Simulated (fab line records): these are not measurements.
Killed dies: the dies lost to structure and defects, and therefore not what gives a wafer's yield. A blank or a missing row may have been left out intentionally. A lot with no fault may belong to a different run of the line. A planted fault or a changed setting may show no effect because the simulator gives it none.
fab line records	flow sky130
record lots=15	wafers=45	last_day=50
route steps=708 shown POLY_GATE@232 LDD_HVP@287 LDD_LDN@296 SD_N@347
lots untouched by any fault: they come from a run of this same line in which no faults occurred
start_h: hours from the record's first day to the start of the lot's first wafer shown	wait_h: hours elapsed since this lot's preceding step	" same as the row above	L1.1+2: a row that stands for several wafers	- either no value or no given start	* or withheld: withheld	< > ~ a bound
route shown NAME@n: names a module that has steps shown in the file, with the first one's number in the route	usual: mean/standard deviation of fault-free wafers	same: alike in all rows	chamber/n: place in a boat	sites: per-site readings	_std_site: standard deviation across them	_edge_site: mean of outer sites minus mean of inner sites	radius_mm: how far each site lies from the wafer's centre	mask NAME#n: copy n	behind: the tool/chamber that last shaped the wafer	hold: the reason the lot was held/the length of the hold in hours/how it ended	device: whichever transistor did not switch (one of n, p or np)	end of line: at the end of the route, the tests of the same wafers	a step with no rows: only its recipe	killed: dies lost to structure and defects at the first sort, not the wafer's yield	map: per-die view of a wafer (x killed, . not killed, _ where there is no die)
set.NAME: the setting as run; set.NAME@STEP: as run at that earlier step	model.NAME: the simulator's own value behind a step, which no gauge read
the route's steps for a sample of lots (tables are steps, rows are wafers)
services: the hour from which a tool's chamber was out of use, counted from the record's first day as start_h (under 0 if before that day), plus the number of hours and why
## steps
# step SKY_POLY_GATE_STRIP_18
# recipe chemistry=O2/N2	power_w=1400	pressure_mtorr=1500	platen_temp_c=withheld	o2_flow_sccm=3000	n2_flow_sccm=300	overash_fraction=0.5
# usual drypump_motor_current_A=5.4/0.37	n2_flow_sccm=300.1/0.87	oes_product_au=0.360/0.0048	strip_time_to_endpoint_s=3.158/0.029
lot.wafer	tool	chamber	start_h	wait_h	drypump_motor_current_A	n2_flow_sccm	oes_product_au	rf_hours_counter_h	strip_time_to_endpoint_s
L521.1	plasma_asher-02	0	368.59	0.0	5.6	299.2	0.355	68	3.129
L521.2	"	1	"	"	5.1	301.2	0.358	68	3.163
L521.3	"	0	"	"	5.6	300.6	0.352	-	3.123
L522.3	plasma_asher-02	1	372.62	0.1	5.1	299.7	0.357	-	3.162
L522.5	"	1	"	"	5.2	299.8	0.353	-	3.091
L522.6	"	0	"	"	5.7	299.6	0.355	-	3.125
L523.1	plasma_asher-03	0	396.73	0.0	5.5	300.6	0.355	28	3.108
L523.2	"	1	"	"	4.9	300.8	0.361	28	3.151
L523.6	"	0	"	"	5.5	299.7	0.357	-	3.145
L527.1	plasma_asher-03	0	436.48	0.0	5.4	300.5	0.360	33	3.171
L527.3	"	0	"	"	5.4	300.2	0.358	-	3.118
L527.6	"	0	"	"	5.5	300.6	0.357	-	3.154
L526.2	plasma_asher-02	1	436.83	0.0	5.2	300.1	0.358	74	3.175
L526.3	"	0	"	"	5.7	299.8	0.362	-	3.158
L526.5	"	0	"	"	5.7	301.0	0.363	-	3.168
L528.1	plasma_asher-03	1	437.01	0.0	4.9	301.1	0.359	33	3.175
L528.4	"	1	"	"	4.9	301.0	0.364	-	3.170
L528.5	"	0	"	"	5.5	298.8	0.356	-	3.156
L529.1	plasma_asher-04	1	444.48	0.0	5.7	301.2	0.363	62	3.141
L529.2	"	0	"	"	6.1	299.4	0.361	62	3.195
L529.4	"	0	"	"	6.1	299.0	0.361	-	3.169
L531.1	plasma_asher-02	1	467.86	0.0	5.1	299.1	0.357	77	3.167
L531.2	"	0	"	"	5.6	300.4	0.364	77	3.133
L531.5	"	1	"	"	5.2	299.7	0.364	-	3.160
L532.3	plasma_asher-03	1	469.17	0.1	4.9	298.9	0.357	-	3.187
L532.4	"	0	"	"	5.5	300.0	0.368	-	3.212
L532.6	"	0	"	"	5.4	300.2	0.358	-	3.180
L533.1	plasma_asher-04	0	474.63	0.0	6.1	300.9	0.360	65	3.193
L533.4	"	0	"	"	6.1	300.7	0.362	-	3.139
L533.6	"	1	"	"	5.7	300.6	0.356	-	3.109
L540.3	plasma_asher-02	0	536.87	0.1	5.6	299.8	0.357	-	3.182
L540.4	"	1	"	"	5.2	298.8	0.356	-	3.158
L540.6	"	1	"	"	5.1	300.1	0.368	-	3.146
L541.3	plasma_asher-03	1	542.87	0.1	4.9	300.3	0.357	-	3.105
L541.4	"	0	"	"	5.4	300.1	0.360	-	3.158
L541.6	"	0	"	"	5.4	301.2	0.354	-	3.114
L542.1	plasma_asher-02	0	546.91	0.1	5.6	300.8	0.359	84	3.116
L542.5	"	1	"	"	5.2	301.3	0.354	-	3.159
L542.6	"	0	"	"	5.6	299.1	0.361	-	3.114
L543.1	plasma_asher-03	0	552.68	0.0	5.5	299.1	0.364	44	3.141
L543.2	"	1	"	"	5.0	300.4	0.358	44	3.142
L543.5	"	1	"	"	5.0	301.7	0.366	-	3.165
L544.1	plasma_asher-02	1	563.53	0.0	5.1	301.2	0.371	87	3.195
L544.4	"	0	"	"	5.7	300.5	0.374	-	3.183
L544.5	"	0	"	"	5.7	298.8	0.355	-	3.174
# step SKY_LDD_HVP_STRIP_09
# recipe chemistry=O2/N2	power_w=1400	pressure_mtorr=1500	platen_temp_c=withheld	o2_flow_sccm=3000	n2_flow_sccm=300	overash_fraction=0.5
# usual drypump_motor_current_A=5.35/0.28	n2_flow_sccm=300.1/0.89	oes_product_au=0.408/0.0046	strip_time_to_endpoint_s=4.130/0.015
lot.wafer	tool	chamber	start_h	wait_h	drypump_motor_current_A	n2_flow_sccm	oes_product_au	rf_hours_counter_h	strip_time_to_endpoint_s
L521.1	plasma_asher-03	0	492.33	0.1	5.45	301.2	0.404	38	4.120
L521.2	"	1	"	"	4.98	300.3	0.404	38	4.116
L521.3	"	1	"	"	4.97	299.4	0.403	-	4.138
L522.3	plasma_asher-03	1	497.44	0.1	4.96	300.6	0.411	-	4.152
L522.5	"	1	"	"	4.95	300.6	0.410	-	4.129
L522.6	"	0	"	"	5.43	299.7	0.411	-	4.152
L523.1	plasma_asher-02	0	522.68	0.1	5.61	301.3	0.402	82	4.138
L523.2	"	1	"	"	5.13	299.7	0.414	82	4.141
L523.6	"	1	"	"	5.15	298.9	0.412	-	4.115
L527.1	plasma_asher-03	1	562.23	0.1	4.95	299.6	0.406	46	4.129
L527.3	"	0	"	"	5.44	301.0	0.408	-	4.137
L527.6	"	1	"	"	4.97	299.3	0.406	-	4.129
L526.2	plasma_asher-02	1	562.51	0.1	5.15	299.6	0.407	86	4.153
L526.3	"	1	"	"	5.15	299.2	0.400	-	4.143
L526.5	"	1	"	"	5.14	300.0	0.414	-	4.127
L528.1	plasma_asher-03	0	563.63	0.1	5.47	300.0	0.408	46	4.113
L528.4	"	1	"	"	4.93	300.2	0.402	-	4.110
L528.5	"	0	"	"	5.45	299.5	0.414	-	4.121
L529.1	plasma_asher-02	1	568.93	0.1	5.17	299.7	0.411	87	4.129
L529.2	"	0	"	"	5.64	299.4	0.411	87	4.122
L529.4	"	0	"	"	5.63	300.7	0.406	-	4.124
L531.1	plasma_asher-02	0	592.43	0.1	5.63	299.8	0.411	89	4.142
L531.2	"	1	"	"	5.15	299.6	0.410	89	4.125
L531.5	"	1	"	"	5.17	300.0	0.407	-	4.152
L532.3	plasma_asher-03	0	592.77	0.1	5.40	300.1	0.400	-	4.116
L532.4	"	1	"	"	4.94	300.0	0.416	-	4.100
L532.6	"	0	"	"	5.44	299.7	0.410	-	4.105
L533.1	plasma_asher-03	0	598.06	0.1	5.45	301.3	0.400	50	4.159
L533.4	"	1	"	"	4.95	299.6	0.412	-	4.151
L533.6	"	1	"	"	4.95	299.9	0.416	-	4.138
L540.3	plasma_asher-03	1	655.91	0.1	4.95	301.1	0.410	-	4.143
L540.4	"	0	"	"	5.46	300.9	0.409	-	4.131
L540.6	"	0	"	"	5.39	301.1	0.405	-	4.144
L541.3	plasma_asher-03	0	662.39	0.1	5.47	299.5	0.401	-	4.139
L541.4	"	1	"	"	4.95	299.5	0.408	-	4.132
L541.6	"	0	"	"	5.45	300.0	0.409	-	4.165
L542.1	plasma_asher-02	1	666.33	0.1	5.15	301.0	0.401	97	4.136
L542.5	"	0	"	"	5.64	299.7	0.403	-	4.102
L542.6	"	1	"	"	5.12	300.5	0.405	-	4.106
L543.1	plasma_asher-02	0	673.08	0.1	5.65	298.6	0.410	98	4.117
L543.2	"	1	"	"	5.15	300.0	0.413	98	4.104
L543.5	"	0	"	"	5.65	298.1	0.406	-	4.128
L544.1	plasma_asher-02	1	680.73	0.1	5.16	299.3	0.407	99	4.126
L544.4	"	1	"	"	5.16	301.3	0.412	-	4.112
L544.5	"	0	"	"	5.63	300.2	0.405	-	4.130
# step SKY_LDD_LDN_OVL_MEAS_07
# usual LDD_LDN_OVL=0.0/1.6
lot.wafer	tool	chamber	start_h	wait_h	LDD_LDN_OVL[nm]
L521.1	overlay-02	-	523.07	0.1	1.5
L521.2	"	-	"	"	2.9
L521.3	"	-	"	"	3.5
L522.3	overlay-02	-	527.85	0.1	1.9
L522.5	"	-	"	"	1.0
L522.6	"	-	"	"	1.2
L523.1	overlay-02	-	552.47	0.1	0.6
L523.2	"	-	"	"	1.8
L523.6	"	-	"	"	-0.4
L527.1	overlay-02	-	591.62	0.1	-0.7
L527.3	"	-	"	"	-0.2
L527.6	"	-	"	"	1.0
L526.2	overlay-02	-	592.00	0.1	3.2
L526.3	"	-	"	"	-0.3
L526.5	"	-	"	"	2.3
L528.1	overlay-02	-	592.59	0.1	-0.5
L528.4	"	-	"	"	0.1
L528.5	"	-	"	"	1.7
L529.1	overlay-02	-	597.99	0.1	1.0
L529.2	"	-	"	"	0.8
L529.4	"	-	"	"	0.4
L531.1	overlay-01	-	621.39	0.1	-1.1
L531.2	"	-	"	"	-0.6
L531.5	"	-	"	"	-3.4
L532.3	overlay-01	-	621.95	0.1	-0.1
L532.4	"	-	"	"	-1.2
L532.6	"	-	"	"	-0.5
L533.1	overlay-01	-	626.92	0.1	-1.3
L533.4	"	-	"	"	-3.2
L533.6	"	-	"	"	-0.6
L540.3	overlay-02	-	683.53	0.1	0.5
L540.4	"	-	"	"	1.5
L540.6	"	-	"	"	0.0
L541.3	overlay-02	-	689.90	0.1	-1.6
L541.4	"	-	"	"	-0.6
L541.6	"	-	"	"	-0.3
L542.1	overlay-01	-	694.19	0.1	1.2
L542.5	"	-	"	"	0.0
L542.6	"	-	"	"	1.6
L543.1	overlay-02	-	700.84	0.1	1.5
L543.2	"	-	"	"	0.5
L543.5	"	-	"	"	-0.1
L544.1	overlay-02	-	708.59	0.1	0.1
L544.4	"	-	"	"	-0.5
L544.5	"	-	"	"	-0.1
# step SKY_SD_N_PEB_05
# recipe temp_c=withheld	time_s=*	resist=NOVOLAK
# usual chill_plate_temp_C=*	exhaust_pa=45.1/0.89	time_s=*
lot.wafer	tool	chamber	start_h	wait_h	chill_plate_temp_C	exhaust_pa	time_s
L521.1	litho_track-01	0	644.04	-	*	46.3	*
L521.2	"	0	"	"	*	44.0	*
L521.3	"	0	"	"	*	45.7	*
L522.3	litho_track-03	0	648.59	-	*	44.2	*
L522.5	"	0	"	"	*	43.7	*
L522.6	"	0	"	"	*	44.1	*
L523.1	litho_track-01	0	670.84	-	*	45.5	*
L523.2	"	0	"	"	*	45.6	*
L523.6	"	0	"	"	*	46.6	*
L527.1	litho_track-02	0	708.27	-	*	43.7	*
L527.3	"	0	"	"	*	43.8	*
L527.6	"	0	"	"	*	44.0	*
L528.1	litho_track-03	0	709.04	-	*	44.4	*
L528.4	"	0	"	"	*	45.0	*
L528.5	"	0	"	"	*	45.2	*
L526.2	litho_track-02	0	709.80	-	*	43.4	*
L526.3	"	0	"	"	*	44.4	*
L526.5	"	0	"	"	*	44.9	*
L529.1	litho_track-03	0	713.09	-	*	45.4	*
L529.2	"	0	"	"	*	45.6	*
L529.4	"	0	"	"	*	45.7	*
L532.3	litho_track-02	0	736.67	-	*	45.2	*
L532.4	"	0	"	"	*	45.7	*
L532.6	"	0	"	"	*	45.4	*
L531.1	litho_track-02	0	738.47	-	*	45.1	*
L531.2	"	0	"	"	*	44.0	*
L531.5	"	0	"	"	*	45.3	*
L533.1	litho_track-02	0	740.97	-	*	46.3	*
L533.4	"	0	"	"	*	45.3	*
L533.6	"	0	"	"	*	45.6	*
L540.3	litho_track-01	-	795.24	-	-	-	-
L540.4	"	-	"	"	-	-	-
L540.6	"	-	"	"	-	-	-
L541.3	litho_track-01	-	799.34	-	-	-	-
L541.4	"	-	"	"	-	-	-
L541.6	"	-	"	"	-	-	-
L542.1	litho_track-01	-	803.29	-	-	-	-
L542.5	"	-	"	"	-	-	-
L542.6	"	-	"	"	-	-	-
L543.1	litho_track-03	0	811.04	-	*	47.3	*
L543.2	"	0	"	"	*	44.9	*
L543.5	"	0	"	"	*	45.8	*
L544.1	litho_track-03	0	818.29	-	*	45.4	*
L544.4	"	0	"	"	*	46.2	*
L544.5	"	0	"	"	*	45.4	*
## services
tool	chamber	start_h	hours	kind
plasma_asher-02	-	386.98	3.1	repair
plasma_asher-02	-	421.50	2.8	pm
plasma_asher-04	-	517.14	1.1	repair
plasma_asher-04	-	548.57	16.9	repair
plasma_asher-04	-	567.44	4.5	repair
plasma_asher-04	-	640.62	2.1	repair
plasma_asher-04	-	642.76	28.1	pm
plasma_asher-02	-	668.92	2.1	repair
plasma_asher-04	-	698.60	1.9	repair
plasma_asher-02	-	733.75	9.0	pm
plasma_asher-02	0	733.75	9.0	vent_cycle
plasma_asher-02	1	733.75	9.0	vent_cycle
plasma_asher-04	-	739.16	1.3	repair
plasma_asher-02	0	742.75	-	clean
plasma_asher-02	1	742.75	-	clean
plasma_asher-03	-	756.18	14.6	pm
plasma_asher-04	-	817.59	1.6	repair
## key
first_sign step=SKY_SD_N_PEB_05	reading=tool_record	direction=missing
effect none on later readings
met_at SKY_SD_N_PEB_05
struck_lots L540,L541,L542
sort_left_out L540.3,L540.4,L540.6,L541.3,L541.4,L541.6,L542.1,L542.5,L542.6
tester_left_out L540,L541,L542
not_acting_at SKY_POLY_GATE_STRIP_18,SKY_LDD_HVP_STRIP_09,SKY_LDD_LDN_OVL_MEAS_07
onset_between 670.84 795.24
fault kind=skipped_step_whole	tool=litho_track-01	chamber=-	onset_h=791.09	steps=SKY_SD_N_PEB_05	scope=struck_lots_only
# tester_left_out: of these lots the tester's yield and bins aren't shown, on N5 and GAA mostly nor the transistor test; their killed dies are dies lost to structure and defects alone, not to doping, threshold or leakage, so they don't give the yield
# sort_left_out: the simulated sort isn't trusted on such a fault, so these wafers' sort isn't shown, and their yield isn't known
